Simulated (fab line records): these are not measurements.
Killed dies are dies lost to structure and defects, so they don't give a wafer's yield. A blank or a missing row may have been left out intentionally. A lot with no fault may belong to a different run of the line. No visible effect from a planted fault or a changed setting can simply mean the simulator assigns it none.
fab line records    flow sfqLine
record lots=6  wafers=18  lastDay=89
route steps=325 shown M6@258 I6@266
lots with no fault: from the same line, run without faults
startH: the number of hours between the record's first day and the start of the first shown wafer of the lot    waitH: hours from the lot's prior step to this one    " identical to the entry in the row above    L1.1+2: one row covering several wafers at once    - either no value or no given start    * or withheld: withheld    < > ~ a bound
route shown NAME@n: names a module that has steps shown in the file, with the first one's number in the route    usual: mean/standard deviation of fault-free wafers    same: alike in all rows    chamber/n: place in a boat    sites: each site's reading    _std_site: the values' standard deviation    _edge_site: the outer-site mean with the inner-site mean subtracted    radiusMm: how far each site lies from the wafer's centre    mask NAME#n: copy n    behind: the last tool/chamber to shape the wafer    hold: the reason the lot was held/the length of the hold in hours/how it ended    device: transistor that didn't switch, given as n, p or np    end of line: the tests these same wafers got at the end of their route    a step with no rows: only its recipe    killed: the dies lost at the first sort to structure and to defects; this is not the yield of the wafer    map: a wafer's dies, x killed, . not, _ none there
set.NAME: the run value of the setting; set.NAME@STEP: its run value at that earlier step    model.NAME: the simulator's own value behind a step, which no gauge read
lots at some steps of the route; a table a step, a row a wafer
services: a tool's chamber out of use, with start hour (startH, from the record's first day; less than 0 if before it), hours out, and reason
## steps
# step SFQ_TRILAYER_M6_LITHO_EXPOSE_160
# recipe maskId=M6  na=0.6  sourceShape=conventional  sigmaOuter=0.65  targetCdNm=500  doseMj=14.29
# step SFQ_TRILAYER_M6_LITHO_PEB_162
# recipe pebTempC=115  pebTimeS=60  resist=KrF
# step SFQ_TRILAYER_M6_LITHO_DEVELOP_161
# recipe timeS=60  resist=KrF
# step SFQ_M6_OVL_MEAS_940
# usual M6_OVL=2/4.7
lot.wafer  tool        chamber  startH   waitH  M6_OVL[nm]
L991.3     overlay-01  -        1717.13  0.1    0
L991.5     "           -        "        "      -3
L991.6     "           -        "        "      -3
L992.2     overlay-01  -        1720.72  0.1    3
L992.5     "           -        "        "      8
L992.6     "           -        "        "      -2
L993.1     overlay-01  -        1726.72  0.1    1
L993.3     "           -        "        "      -2
L993.6     "           -        "        "      -3
L994.1     overlay-01  -        1731.52  0.1    -2
L994.2     "           -        "        "      1
L994.3     "           -        "        "      2
L103.3     overlay-02  -        1816.53  0.1    0
L103.4     "           -        "        "      1
L103.5     "           -        "        "      2
L104.1     overlay-02  -        1839.32  0.1    -2
L104.2     "           -        "        "      -1
L104.5     "           -        "        "      -2
# step SFQ_TRILAYER_M6_BARC_OPEN_METAL_ETCH_206
# recipe maskMaterial=PR  chemistry=O2  targetDepthNm=125  target=BARC  icpW=587  biasW=80  pressureMtorr=10  timeS=41.7
# usual chamberPressureMTorr=9.999/0.0081  drypumpMotorCurrentA=6.05/0.3  oesProductAu=0.685/0.0041
lot.wafer  tool         chamber  startH   waitH  chamberPressureMTorr  drypumpMotorCurrentA  oesProductAu  rfHoursCounterH
L991.3     rieMetal-03  1        1717.17  0.0    10.000                6.00                  0.685         -
L991.5     "            1        "        "      9.997                 6.00                  0.682         -
L991.6     "            0        "        "      9.985                 6.08                  0.679         -
L992.2     rieMetal-03  1        1720.75  0.0    9.988                 5.98                  0.683         72
L992.5     "            1        "        "      9.998                 6.01                  0.683         -
L992.6     "            0        "        "      9.989                 6.13                  0.676         -
L993.1     rieMetal-01  1        1726.75  0.0    9.995                 5.93                  0.685         3
L993.3     "            1        "        "      10.003                5.93                  0.691         -
L993.6     "            0        "        "      9.999                 6.42                  0.690         -
L994.1     rieMetal-03  0        1731.55  0.0    10.005                6.08                  0.683         129
L994.2     "            1        "        "      9.996                 6.01                  0.698         74
L994.3     "            0        "        "      10.010                6.08                  0.686         -
L103.3     rieMetal-01  1        1816.57  0.0    10.011                5.89                  0.688         -
L103.4     "            0        "        "      10.002                6.49                  0.685         -
L103.5     "            1        "        "      9.996                 5.89                  0.688         -
L104.1     rieMetal-02  0        1839.35  0.0    10.003                6.30                  0.689         50
L104.2     "            1        "        "      10.000                5.44                  0.684         54
L104.5     "            1        "        "      10.003                5.44                  0.684         -
# step SFQ_TRILAYER_M6_ETCH_METAL_ETCH_162
# recipe target=Nb  stopOn=SiO2  maskMaterial=PR  chemistry=Cl2/Ar  targetDepthNm=240  icpW=600  biasW=80  pressureMtorr=10  timeS=120
# step SFQ_TRILAYER_M6_STRIP_STRIP_163
# recipe gas=O2  powerW=200  platenTempC=40  overashFraction=0.65  chemistry=O2  pressureMtorr=50
# usual chamberPressureMTorr=49.99/0.047  drypumpMotorCurrentA=6.06/0.3  oesProductAu=1.000/0.0071  platenTempC=39.98/0.1
lot.wafer  tool         chamber  startH   waitH  chamberPressureMTorr  drypumpMotorCurrentA  oesProductAu  platenTempC  rfHoursCounterH
L991.3     rieMetal-03  1        1717.54  0.2    49.98                 5.98                  0.991         39.90        -
L991.5     "            1        "        "      49.93                 6.00                  1.000         39.92        -
L991.6     "            0        "        "      50.04                 6.09                  1.020         40.08        -
L992.2     rieMetal-03  1        1720.94  0.1    49.97                 5.98                  1.003         39.98        72
L992.5     "            1        "        "      49.99                 6.00                  1.002         40.01        -
L992.6     "            0        "        "      49.95                 6.08                  1.009         40.06        -
L993.1     rieMetal-01  1        1726.94  0.1    49.99                 5.92                  1.002         39.94        3
L993.3     "            1        "        "      49.94                 5.89                  1.007         39.96        -
L993.6     "            0        "        "      50.01                 6.50                  0.987         40.14        -
L994.1     rieMetal-03  0        1731.74  0.1    50.00                 6.11                  1.007         40.04        130
L994.2     "            1        "        "      49.93                 6.01                  0.998         40.11        74
L994.3     "            0        "        "      50.09                 6.08                  1.011         39.99        -
L103.3     rieMetal-01  1        1816.94  0.2    50.03                 5.90                  1.002         39.92        -
L103.4     "            0        "        "      49.95                 6.42                  0.996         39.92        -
L103.5     "            1        "        "      50.07                 5.91                  1.004         39.82        -
L104.1     rieMetal-02  0        1839.54  0.1    49.95                 6.30                  0.994         39.94        50
L104.2     "            1        "        "      50.03                 5.45                  0.997         39.82        55
L104.5     "            1        "        "      50.00                 5.44                  0.998         40.07        -
# step SFQ_TRILAYER_M6_STRIP_SOLV_CLEAN_164
# recipe chemistry=NMP  tempC=70  timeS=600
# step SFQ_TRILAYER_I6_DEP_PECVD_165
# recipe material=SiO2  tempC=150  timeS=111.11  pressureTorr=2.4  rfW=183.3  precursor=SiH4/N2O  targetThkNm=500
# usual heaterPowerW=79/18  throttleValvePct=24.1/1.2
lot.wafer  tool      chamber  startH   waitH  heaterPowerW  sinceWetCleanH  throttleValvePct
L991.3     pecvd-01  1        1718.11  0.0    83            4               23.8
L991.5     "         2        "        "      83            -               23.3
L991.6     "         1        "        "      86            -               23.8
L992.2     pecvd-02  1        1721.71  0.0    59            1144            25.3
L992.5     "         1        "        "      60            -               25.1
L992.6     "         2        "        "      78            -               25.8
L993.1     pecvd-01  2        1727.71  0.0    80            14              23.6
L993.3     "         1        "        "      82            14              23.8
L993.6     "         2        "        "      82            -               23.6
L994.1     pecvd-01  0        1732.72  0.0    112           19              22.2
L994.2     "         1        "        "      87            19              23.6
L994.3     "         2        "        "      88            19              23.1
L103.3     pecvd-04  0        1817.55  0.0    50            487             24.1
L103.4     "         2        "        "      94            -               22.5
L103.5     "         0        "        "      51            -               23.8
L104.1     pecvd-04  0        1840.31  0.0    58            510             24.4
L104.2     "         2        "        "      91            510             22.7
L104.5     "         2        "        "      80            -               22.7
# step SFQ_TRILAYER_I6_CMP_CMP_166
# recipe material=SiO2  downForcePsi=3  platenRpm=60  padVelocityMS=0.94248
# usual headPressurePsi=2.999/0.0066  motorCurrentA=9.9/1.3  timeToEndpointS=217/6.3
lot.wafer  tool    chamber  startH   waitH  headPressurePsi  motorCurrentA  timeToEndpointS
L991.3     cmp-02  1        1718.69  0.5    3.003            10.0           223
L991.5     "       0        1720.19  2.0    3.005            10.3           223
L991.6     "       1        "        "      2.994            10.7           227
L992.2     cmp-02  0        1721.79  0.0    2.995            10.9           209
L992.6     "       0        1723.79  2.0    3.003            10.2           215
L992.5     "       1        "        "      2.991            10.9           217
L993.3     cmp-02  2        1727.79  0.0    2.999            11.6           226
L993.1     "       0        1728.79  1.0    2.997            11.0           221
L993.6     "       2        1729.79  2.0    3.004            11.9           229
L994.1     cmp-01  3        1732.80  0.0    2.998            8.5            218
L994.3     "       1        1733.80  1.0    2.997            9.7            216
L994.2     "       2        "        "      3.001            12.6           219
L103.3     cmp-02  1        1818.12  0.5    2.998            10.9           218
L103.4     "       3        1819.12  1.5    2.997            8.4            233
L103.5     "       0        "        "      3.011            10.8           237
L104.2     cmp-01  3        1840.43  0.1    2.999            8.5            214
L104.1     "       1        1841.43  1.1    2.993            9.4            212
L104.5     "       3        1842.43  2.0    3.002            8.1            216
# step SFQ_I6_BOW_MEAS_941
# recipe mode=bow
# usual I6_BOW=7/9.3
lot.wafer  tool          chamber  startH   waitH  I6_BOW[um]
L991.3     filmMetro-01  -        1721.23  2.0    10
L991.5     "             -        "        "      7
L991.6     "             -        "        "      -1
L992.2     filmMetro-03  -        1724.81  2.5    2
L992.5     "             -        "        "      2
L992.6     "             -        "        "      9
L993.1     filmMetro-04  -        1730.79  1.5    24
L993.3     "             -        "        "      18
L993.6     "             -        "        "      7
L994.1     filmMetro-03  -        1735.80  2.5    24
L994.2     "             -        "        "      22
L994.3     "             -        "        "      28
L103.3     filmMetro-04  -        1820.66  2.0    21
L103.4     "             -        "        "      10
L103.5     "             -        "        "      19
L104.1     filmMetro-01  -        1843.43  1.5    7
L104.2     "             -        "        "      15
L104.5     "             -        "        "      19
# step SFQ_TRILAYER_I6_METRO_MEASURE_167
# usual thkNm=200.4/0.86
lot.wafer  tool          chamber  startH   waitH  thkNm
L991.3     filmMetro-01  -        1721.71  0.5    200.9
L991.5     "             -        "        "      202.0
L991.6     "             -        "        "      200.5
L992.2     filmMetro-03  -        1725.11  0.3    200.8
L992.5     "             -        "        "      199.7
L992.6     "             -        "        "      200.2
L993.1     filmMetro-04  -        1730.91  0.1    201.8
L993.3     "             -        "        "      200.3
L993.6     "             -        "        "      201.9
L994.1     filmMetro-03  -        1735.92  0.1    201.8
L994.2     "             -        "        "      200.5
L994.3     "             -        "        "      201.2
L103.3     filmMetro-04  -        1821.14  0.5    200.4
L103.4     "             -        "        "      200.1
L103.5     "             -        "        "      201.1
L104.1     filmMetro-01  -        1843.55  0.1    200.4
L104.2     "             -        "        "      200.1
L104.5     "             -        "        "      200.5
# step SFQ_TRILAYER_I6_VIA_LITHO_COAT_174
# recipe resist=BARC  spinRpm=3000  resistThkNm=62
# usual spinSpeedRpm=2999.7/2
lot.wafer  tool           chamber  startH   waitH  spinSpeedRpm  model.BARC_of_TRILAYER_I6_VIA_LITHO_COAT_174.thkNm
L991.3     lithoTrack-03  0        1722.61  0.7    3000.2        62.05
L991.5     "              0        "        "      3001.9        62.24
L991.6     "              0        "        "      3000.5        62.13
L992.2     lithoTrack-03  0        1726.16  0.8    2918.7        62.91
L992.5     "              0        "        "      2920.4        62.87
L992.6     "              0        "        "      2922.9        63.05
L993.1     lithoTrack-01  0        1732.11  1.0    2999.1        61.96
L993.3     "              0        "        "      2995.6        61.81
L993.6     "              0        "        "      2997.0        61.86
L994.1     lithoTrack-03  0        1737.12  1.0    2920.9        62.62
L994.2     "              0        "        "      2923.6        62.55
L994.3     "              0        "        "      2922.2        62.65
L103.3     lithoTrack-03  0        1822.04  0.7    3000.7        62.11
L103.4     "              0        "        "      2997.2        62
L103.5     "              0        "        "      2999.3        62.12
L104.1     lithoTrack-03  0        1844.75  1.0    2999.1        62.02
L104.2     "              0        "        "      2998.4        61.95
L104.5     "              0        "        "      2996.2        61.87
# step SFQ_TRILAYER_I6_VIA_LITHO_COAT_169
# recipe resist=KrF  spinRpm=3000  resistThkNm=650
# step SFQ_TRILAYER_I6_VIA_LITHO_SOFTBAKE_173
# recipe tempC=withheld  timeS=withheld  resist=KrF
# step SFQ_TRILAYER_I6_VIA_LITHO_EXPOSE_170
# recipe maskId=I6  na=0.6  sourceShape=conventional  sigmaOuter=0.65  targetCdNm=700  doseMj=21.3
# step SFQ_TRILAYER_I6_VIA_LITHO_PEB_172
# recipe pebTempC=115  pebTimeS=60  resist=KrF
# step SFQ_TRILAYER_I6_VIA_LITHO_DEVELOP_171
# recipe timeS=60  resist=KrF
# step SFQ_I6_OVL_MEAS_942
# usual I6_OVL=0/6
lot.wafer  tool        chamber  startH   waitH  I6_OVL[nm]
L991.3     overlay-02  -        1826.13  0.1    -16
L991.5     "           -        "        "      -14
L991.6     "           -        "        "      -8
L992.2     overlay-02  -        1830.92  0.1    15
L992.5     "           -        "        "      14
L992.6     "           -        "        "      14
L993.1     overlay-02  -        1836.92  0.1    -6
L993.3     "           -        "        "      -10
L993.6     "           -        "        "      -7
L994.1     overlay-02  -        1842.92  0.1    1
L994.2     "           -        "        "      -4
L994.3     "           -        "        "      1
L103.3     overlay-01  -        1921.33  0.1    4
L103.4     "           -        "        "      2
L103.5     "           -        "        "      1
L104.1     overlay-02  -        1941.72  0.1    -2
L104.2     "           -        "        "      -2
L104.5     "           -        "        "      -4
# step SFQ_TRILAYER_I6_VIA_BARC_OPEN_VIA_ETCH_235
# recipe maskMaterial=PR  chemistry=O2  targetDepthNm=125  target=BARC  sourceW=500  biasW=80  pressureMtorr=30  timeS=41.7
# usual chamberPressureMTorr=29.998/0.028  drypumpMotorCurrentA=5.6/0.44  oesProductAu=0.685/0.0046
lot.wafer  tool        chamber  startH   waitH  chamberPressureMTorr  drypumpMotorCurrentA  oesProductAu  rfHoursCounterH  model.etch.depthNm
L991.3     rieDiel-04  2        1826.15  0.0    29.960                5.0                   0.691         16               62.05
L991.5     "           1        "        "      29.985                6.0                   0.694         -                62.24
L991.6     "           0        "        "      30.003                5.0                   0.682         -                62.13
L992.2     rieDiel-02  0        1830.95  0.0    29.990                5.1                   0.690         21               62.91
L992.5     "           1        "        "      30.035                6.0                   0.694         -                62.87
L992.6     "           0        "        "      30.002                5.1                   0.694         -                63.05
L993.1     rieDiel-04  1        1836.95  0.0    29.951                6.0                   0.686         1                61.96
L993.3     "           0        "        "      29.960                5.0                   0.692         2                61.81
L993.6     "           0        "        "      29.939                5.0                   0.686         -                61.86
L994.1     rieDiel-01  0        1842.95  0.0    30.032                5.4                   0.679         9                62.62
L994.2     "           2        "        "      29.997                6.3                   0.687         1                62.55
L994.3     "           3        "        "      30.013                5.9                   0.681         10               62.65
L103.3     rieDiel-04  3        1921.36  0.0    30.055                5.7                   0.684         1                62.11
L103.4     "           0        "        "      29.962                5.0                   0.687         3                62
L103.5     "           2        "        "      29.998                5.0                   0.679         -                62.12
L104.1     rieDiel-01  3        1941.76  0.0    30.004                5.9                   0.687         11               62.02
L104.2     "           1        "        "      30.018                5.8                   0.687         12               61.95
L104.5     "           3        "        "      29.977                5.9                   0.685         -                61.87
# step SFQ_TRILAYER_I6_VIA_ETCH_VIA_ETCH_172
# recipe target=SiO2  stopOn=Nb  maskMaterial=PR  taperDeg=20  chemistry=CHF3  targetDepthNm=260  sourceW=500  biasW=80  pressureMtorr=30  timeS=withheld
## services
tool          chamber  startH   hours  kind
cmp-01        -        1693.19  7.7    pm
pecvd-01      -        1699.77  14.0   pm
filmMetro-01  -        1699.90  1.5    pm
rieMetal-03   0        1702.70  10.2   repair
rieDiel-04    2        1716.60  2.8    repair
filmMetro-01  -        1724.24  2.1    pm
filmMetro-03  -        1726.11  1.6    pm
filmMetro-04  -        1727.22  0.5    pm
cmp-02        -        1745.86  0.6    repair
rieMetal-03   -        1745.96  0.5    repair
cmp-02        -        1749.81  2.7    repair
rieDiel-04    2        1752.74  6.6    repair
pecvd-01      0        1771.56  14.3   repair
cmp-02        -        1772.28  4.0    pm
cmp-02        -        1787.84  1.1    repair
cmp-02        -        1799.74  2.2    repair
pecvd-01      -        1808.52  2.8    pm
cmp-02        -        1844.59  5.2    pm
rieMetal-03   0        1864.57  4.3    repair
rieDiel-04    1        1872.64  1.8    repair
cmp-02        -        1900.07  6.1    pm
cmp-02        -        1907.46  14.4   repair
cmp-02        -        1915.38  0.3    repair
pecvd-01      -        1921.13  0.6    repair
## key
firstSign step=SFQ_TRILAYER_I6_VIA_LITHO_COAT_174  reading=spinSpeedRpm  direction=down  sigmas=39  usual=2999.7  struck=2921.4
effect none on later readings
modelEffect step=SFQ_TRILAYER_I6_VIA_LITHO_COAT_174  value=BARC_of_TRILAYER_I6_VIA_LITHO_COAT_174.thkNm  without=61.96  struck=62.77
modelEffect step=SFQ_TRILAYER_I6_VIA_BARC_OPEN_VIA_ETCH_235  value=etch.depthNm  without=61.96  struck=62.77
metAt SFQ_TRILAYER_I6_VIA_LITHO_COAT_174
struckWafers L992.2,L992.5,L992.6,L994.1,L994.2,L994.3
onsetBetween 1722.61 1726.16
fault kind=processParameterDrift  tool=lithoTrack-03  chamber=-  onsetH=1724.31  steps=SFQ_TRILAYER_I6_VIA_LITHO_COAT_174  channel=spinRpm  offset=-77.725  shape=step  endH=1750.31  actsIn=theseRecipesOnly  stated=3000
